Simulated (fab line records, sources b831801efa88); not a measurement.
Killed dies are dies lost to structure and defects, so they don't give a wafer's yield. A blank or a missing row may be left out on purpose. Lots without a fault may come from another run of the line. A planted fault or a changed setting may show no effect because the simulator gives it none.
Which tool did it? | flow sfq_line | 14 lots, 40 wafers sampled, at 6 steps of a route of 325

WHAT THE GAUGES READ, wafer by wafer
SFQ_L0_RS_MEAS_901: measures by four-point-probe.
lot  | measured    | on            | L0_MONX_KI_RS (ohm/sq)
L773 | day 1 17:35 | film_metro-01 | 43.7 42.6 42.5
L774 | day 1 22:34 | film_metro-01 | 44.6 43.7 43.8
L775 | day 2 03:34 | film_metro-03 | 44.6 43.5 44.3
L776 | day 2 08:34 | film_metro-03 | 43.0 44.1 44.3
L777 | day 2 13:34 | film_metro-01 | 43.7 45.0 43.5
L779 | day 2 23:34 | film_metro-03 | 44.1 43.6 43.8
L785 | day 4 05:35 | film_metro-03 | 34.2 43.9
L787 | day 4 15:35 | film_metro-03 | 33.5 43.4
L790 | day 5 06:34 | film_metro-03 | 44.3 43.0 43.1
L791 | day 5 11:36 | film_metro-04 | 43.9 44.2 44.7
L792 | day 5 16:34 | film_metro-04 | 44.6 43.8 45.1
L793 | day 5 21:34 | film_metro-03 | 43.8 43.9 43.8
L794 | day 6 02:35 | film_metro-04 | 44.7 44.1 45.0
L795 | day 6 07:35 | film_metro-03 | 43.7 44.3 44.1

SFQ_L0_THK_MEAS_902: measures by xrf.
lot  | measured    | on            | L0_MONX_KI_THK (nm)
L773 | day 1 17:41 | film_metro-01 | 40.0 41.0 41.0
L774 | day 1 22:41 | film_metro-01 | 39.1 39.9 40.0
L775 | day 2 03:41 | film_metro-03 | 39.0 39.8 39.3
L776 | day 2 08:41 | film_metro-03 | 40.7 39.4 39.4
L777 | day 2 13:41 | film_metro-01 | 40.0 38.8 40.3
L779 | day 2 23:41 | film_metro-03 | 39.2 39.8 39.7
L785 | day 4 05:41 | film_metro-03 | 50.9 39.5
L787 | day 4 15:41 | film_metro-03 | 51.4 39.5
L790 | day 5 06:41 | film_metro-03 | 39.1 40.1 40.1
L791 | day 5 11:42 | film_metro-04 | 39.7 39.6 39.0
L792 | day 5 16:41 | film_metro-04 | 39.2 40.0 38.8
L793 | day 5 21:41 | film_metro-03 | 39.6 39.6 39.6
L794 | day 6 02:41 | film_metro-04 | 39.1 39.9 38.8
L795 | day 6 07:41 | film_metro-03 | 39.5 39.0 39.8

SFQ_M2_OVL_MEAS_916.
lot  | measured     | on         | M2_OVL (nm)
L773 | day 34 00:50 | overlay-02 | -11 -5 -8
L774 | day 34 02:02 | overlay-02 | -1 7 7
L775 | day 34 03:14 | overlay-02 | -2 8 -2
L776 | day 34 05:38 | overlay-01 | 7 4 2
L777 | day 34 06:50 | overlay-02 | 1 6 4
L779 | day 34 12:50 | overlay-01 | 1 2 4
L785 | day 40 18:47 | overlay-01 | -5 3
L787 | day 41 18:47 | overlay-01 | 5 12
L790 | day 42 05:35 | overlay-01 | 8 -1 4
L791 | day 43 11:43 | overlay-01 | -18 -7 -10
L792 | day 44 17:31 | overlay-01 | 5 5 5
L793 | day 45 03:07 | overlay-02 | 1 -4 1
L794 | day 45 16:25 | overlay-01 | 10 7 4
L795 | day 46 04:17 | overlay-02 | 3 5 0

SFQ_I3_OVL_MEAS_923.
lot  | measured     | on         | I3_OVL (nm)
L773 | day 41 02:28 | overlay-02 | -5 -4 -4
L774 | day 41 04:57 | overlay-01 | 0 2 -4
L775 | day 41 10:21 | overlay-01 | -5 -11 -7
L776 | day 41 11:33 | overlay-01 | 2 5 5
L777 | day 41 15:04 | overlay-02 | 3 7 3
L779 | day 41 19:57 | overlay-02 | -9 2 -5
L785 | day 44 19:40 | overlay-02 | 5 8
L787 | day 44 23:16 | overlay-02 | -7 -11
L790 | day 45 04:10 | overlay-01 | -3 -10 -7
L791 | day 50 04:08 | overlay-01 | 0 -10 -4
L792 | day 51 04:28 | overlay-01 | 3 -2 -2
L793 | day 51 05:40 | overlay-01 | -16 -3 -9
L794 | day 51 12:37 | overlay-01 | 2 7 1
L795 | day 53 00:29 | overlay-02 | -10 2 -6

WHICH TOOL RAN EACH LOT (tool, then ch and the chambers of the sampled wafers, then the start)
lot  | SFQ_TRILAYER_L0_DEP_SPUTTER_003 | SFQ_TRILAYER_L0_ETCH_METAL_ETCH_008
L773 | pvd_sputter-05, day 1 17:29     | rie_metal-03 ch 0,1, day 4 14:58
L774 | pvd_sputter-03, day 1 22:29     | rie_metal-02 ch 0,1, day 4 16:10
L775 | pvd_sputter-05, day 2 03:29     | rie_metal-04 ch 0,1, day 4 22:10
L776 | pvd_sputter-05, day 2 08:29     | rie_metal-04 ch 0,1, day 5 05:00
L777 | pvd_sputter-05, day 2 13:29     | rie_metal-03 ch 0,1, day 5 09:48
L779 | pvd_sputter-03, day 2 23:29     | rie_metal-02 ch 0,1, day 5 15:48
L785 | pvd_sputter-03, day 4 05:29     | rie_metal-03 ch 0,1, day 6 18:53
L787 | pvd_sputter-03, day 4 15:29     | rie_metal-02 ch 0,1, day 7 08:05
L790 | pvd_sputter-05, day 5 06:29     | rie_metal-04 ch 0,1, day 8 18:31
L791 | pvd_sputter-06, day 5 11:29     | rie_metal-03 ch 1, day 9 00:36
L792 | pvd_sputter-05, day 5 16:29     | rie_metal-02 ch 0,1, day 9 06:31
L793 | pvd_sputter-05, day 5 21:29     | rie_metal-04 ch 0,1, day 9 11:56
L794 | pvd_sputter-05, day 6 02:29     | rie_metal-04 ch 0,1, day 9 15:19
L795 | pvd_sputter-05, day 6 07:29     | rie_metal-03 ch 1, day 9 21:19
- SFQ_TRILAYER_L0_DEP_SPUTTER_003: material MoNx KI, target thk 40 nm, time 100 s.
- SFQ_TRILAYER_L0_ETCH_METAL_ETCH_008: etches MoNx KI in SF6/O2, stops on SiO2, target depth 50 nm, time 25 s.

WHAT THE TOOLS THEMSELVES READ (means of the sampled wafers that have a number; where no wafer has one, the mark that the record gives instead)
SFQ_TRILAYER_L0_DEP_SPUTTER_003.
lot  | tool           | throttle_valve_pct (%)
L773 | pvd_sputter-05 | 29.5
L774 | pvd_sputter-03 | 29.2
L775 | pvd_sputter-05 | 29.3
L776 | pvd_sputter-05 | 29.5
L777 | pvd_sputter-05 | 29.1
L779 | pvd_sputter-03 | 29.6
L785 | pvd_sputter-03 | 29.7
L787 | pvd_sputter-03 | 29.2
L790 | pvd_sputter-05 | 29.5
L791 | pvd_sputter-06 | 29.1
L792 | pvd_sputter-05 | 29.5
L793 | pvd_sputter-05 | 28.9
L794 | pvd_sputter-05 | 29.4
L795 | pvd_sputter-05 | 29.2

SFQ_TRILAYER_L0_ETCH_METAL_ETCH_008.
lot  | tool         | drypump_motor_current_A (A) | oes_product_au (a.u.)
L773 | rie_metal-03 | 6.5                         | 0.877
L774 | rie_metal-02 | 5.9                         | 0.871
L775 | rie_metal-04 | 5.6                         | 0.860
L776 | rie_metal-04 | 5.6                         | 0.869
L777 | rie_metal-03 | 6.4                         | 0.866
L779 | rie_metal-02 | 5.7                         | 0.866
L785 | rie_metal-03 | 6.4                         | 0.940
L787 | rie_metal-02 | 5.8                         | 0.939
L790 | rie_metal-04 | 5.6                         | 0.876
L791 | rie_metal-03 | 6.5                         | 0.868
L792 | rie_metal-02 | 5.9                         | 0.862
L793 | rie_metal-04 | 5.6                         | 0.866
L794 | rie_metal-04 | 5.6                         | 0.863
L795 | rie_metal-03 | 6.6                         | 0.868

THE ANSWER, worked out from the rows above alone
Rule: what is usual is taken from the lots themselves. Put in order of their means at a reading, lots are off if they are a third of the lots or fewer, leave a main group of 4 or more, and stand apart from it by a gap of 3 or more times the standard deviation of the main group's means; of several such gaps the widest counts. A main group whose means are all the same, to the digits that the tables above print for the reading, isn't used. A lot without any number at a reading at which 4 lots or more have one is off too. The other lots that the step has rows for count as sound. The gauges are gone through in route order, then the tools' own readings, and for those a lot's mean is taken as printed above. The first step at which some lot is off is used, and at that step the reading that is off furthest; a lot without a number counts as furthest.
Off: L785, L787, at SFQ_L0_RS_MEAS_901 (L0_MONX_KI_RS). The main group: mean 44.0 ohm/sq, standard deviation 0.43.
A tool fits if, at a process step before that reading, it ran every lot that is off, and no sound lot after the first of them. The gauges at SFQ_L0_RS_MEAS_901 aren't tried: what is off there is off at SFQ_TRILAYER_L0_ETCH_METAL_ETCH_008 too, on other tools, and a gauge's error can't cause that. One fits: pvd_sputter-03 at SFQ_TRILAYER_L0_DEP_SPUTTER_003. Its last sound lot is L779 (day 2 23:29), its first lot that is off L785 (day 4 05:29): a fault that began between those two fits.

WHAT THE SIMULATOR HAD PUT IN
Process parameter drift: pvd_sputter-03, from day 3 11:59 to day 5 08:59, at SFQ_TRILAYER_L0_DEP_SPUTTER_003. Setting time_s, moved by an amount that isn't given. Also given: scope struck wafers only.
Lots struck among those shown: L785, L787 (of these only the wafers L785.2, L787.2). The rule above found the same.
